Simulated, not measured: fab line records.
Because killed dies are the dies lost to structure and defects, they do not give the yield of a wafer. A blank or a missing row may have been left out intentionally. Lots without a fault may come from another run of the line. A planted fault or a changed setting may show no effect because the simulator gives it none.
The tool behind it: which one? :: flow sky130 :: 6 lots with 18 wafers sampled at 2 steps, on a route of 708 steps

## WHAT THE GAUGES READ, wafer by wafer
SKY_LDD_N_OVL_MEAS_07.
lot: L938
measured: day 18 21:43
on: overlay-02
LDD_N_OVL (nm): - - -

lot: L947
measured: day 22 02:38
on: overlay-01
LDD_N_OVL (nm): -2.3 -1.5 -1.1

lot: L949
measured: day 23 03:17
on: overlay-01
LDD_N_OVL (nm): 1.1 2.0 -0.2

lot: L951
measured: day 23 19:02
on: overlay-01
LDD_N_OVL (nm): 1.1 2.4 2.4

lot: L953
measured: day 24 05:56
on: overlay-02
LDD_N_OVL (nm): -1.7 -0.9 0.2

lot: L956
measured: day 25 13:24
on: overlay-02
LDD_N_OVL (nm): -0.3 -0.5 -0.3

## EACH LOT AND THE TOOL THAT RAN IT (in order: tool; ch and the chambers of the sampled wafers; start)
lot: L938
SKY_LDD_N_EXPOSE_04: iline-stepper-01 ch 0, day 18 07:00

lot: L947
SKY_LDD_N_EXPOSE_04: iline-stepper-02 ch 0, day 21 11:08

lot: L949
SKY_LDD_N_EXPOSE_04: iline-stepper-01 ch 0, day 22 12:18

lot: L951
SKY_LDD_N_EXPOSE_04: iline-stepper-02 ch 0, day 23 04:35

lot: L953
SKY_LDD_N_EXPOSE_04: iline-stepper-01 ch 0, day 23 15:35

lot: L956
SKY_LDD_N_EXPOSE_04: iline-stepper-01 ch 0, day 24 22:39
- SKY_LDD_N_EXPOSE_04: exposes mask NTM, target cd 840 nm.

## THE ANSWER, worked out from the rows above alone
Rule: what is usual is taken from the lots themselves. The widest of any qualifying gaps counts: lots, ordered by their means at a reading, are off when they make up no more than a third of the lots, leave a main group of 4 or more, and stand apart from it by 3 or more times the standard deviation of that group's means. A main group is skipped when, at the precision printed for the reading in the tables above, its means are all equal. A lot without any number at a reading at which 4 lots or more have one is off too. Any other lot the step has rows for is counted as sound.
Off: at SKY_LDD_N_OVL_MEAS_07 (LDD_N_OVL), L938. Without a number there: L938. The main group: mean 0.0 nm, standard deviation 1.3.
A tool fits if, at a process step before that reading, it ran every lot that is off, and no sound lot after the first of them. Gauges at SKY_LDD_N_OVL_MEAS_07: tried the same way as those tools. No candidate that was tried fits.

## WHAT THE SIMULATOR HAD PUT IN
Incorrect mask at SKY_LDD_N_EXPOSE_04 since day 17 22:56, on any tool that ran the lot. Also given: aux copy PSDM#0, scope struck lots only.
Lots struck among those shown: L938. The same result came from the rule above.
